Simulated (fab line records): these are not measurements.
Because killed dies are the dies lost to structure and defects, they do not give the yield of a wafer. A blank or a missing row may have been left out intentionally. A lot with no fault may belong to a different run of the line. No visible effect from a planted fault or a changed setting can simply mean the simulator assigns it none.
Chamber matching / flow sky130 / cmp-02 running SKY_CONTACT_CMP_27: 4 sister chambers
The step polishes, stops on SiO2, t overpolish 15 s, target thk 0 nm. 4 wafers are shown with their chamber, then 9 later ones without.

WAFERS PAIRED WITH THEIR CHAMBERS
wafer=L084.1; chamber=3; motor-current-A (A)=11.2
wafer=L085.1; chamber=2; motor-current-A (A)=10.2
wafer=L085.3; chamber=1; motor-current-A (A)=11.5
wafer=L085.6; chamber=0; motor-current-A (A)=9.2

WAFERS WITH NO CHAMBER GIVEN
wafer=L088.1; motor-current-A (A)=11.1
wafer=L088.3; motor-current-A (A)=11.1
wafer=L088.4; motor-current-A (A)=10.3
wafer=L090.3; motor-current-A (A)=11.8
wafer=L090.5; motor-current-A (A)=9.0
wafer=L090.6; motor-current-A (A)=11.0
wafer=L094.1; motor-current-A (A)=11.1
wafer=L094.2; motor-current-A (A)=11.3
wafer=L094.6; motor-current-A (A)=10.9

THE CHAMBER EACH PASSED THROUGH
wafer=L088.1; from the rows above=can't be placed: 3 or 1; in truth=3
wafer=L088.3; from the rows above=can't be placed: 3 or 1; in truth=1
wafer=L088.4; from the rows above=2; in truth=2
wafer=L090.3; from the rows above=can't be placed: 1 or 3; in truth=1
wafer=L090.5; from the rows above=0; in truth=0
wafer=L090.6; from the rows above=can't be placed: 3 or 1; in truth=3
wafer=L094.1; from the rows above=can't be placed: 3 or 1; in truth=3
wafer=L094.2; from the rows above=can't be placed: 3 or 1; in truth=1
wafer=L094.6; from the rows above=can't be placed: 3 or 1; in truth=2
Placed correctly: 2 of 9. Not placeable from these rows: 7 (in 6, the candidates include the true chamber). 0 placed wrongly.
How it was worked out, from the rows above alone: a wafer's distance from a chamber is the root of the sum, over the readings, of the square of ((its reading less the chamber's mean) divided by the reading's scatter). If the next closest chamber is less than 2 further off than the closest, the wafer can't be placed; otherwise it belongs to the closest. For every chamber, the mean is computed from those of its wafers that are shown. The scatter: root of mean squared gap, hidden wafer to nearest shown wafer, with one shown wafer a chamber.
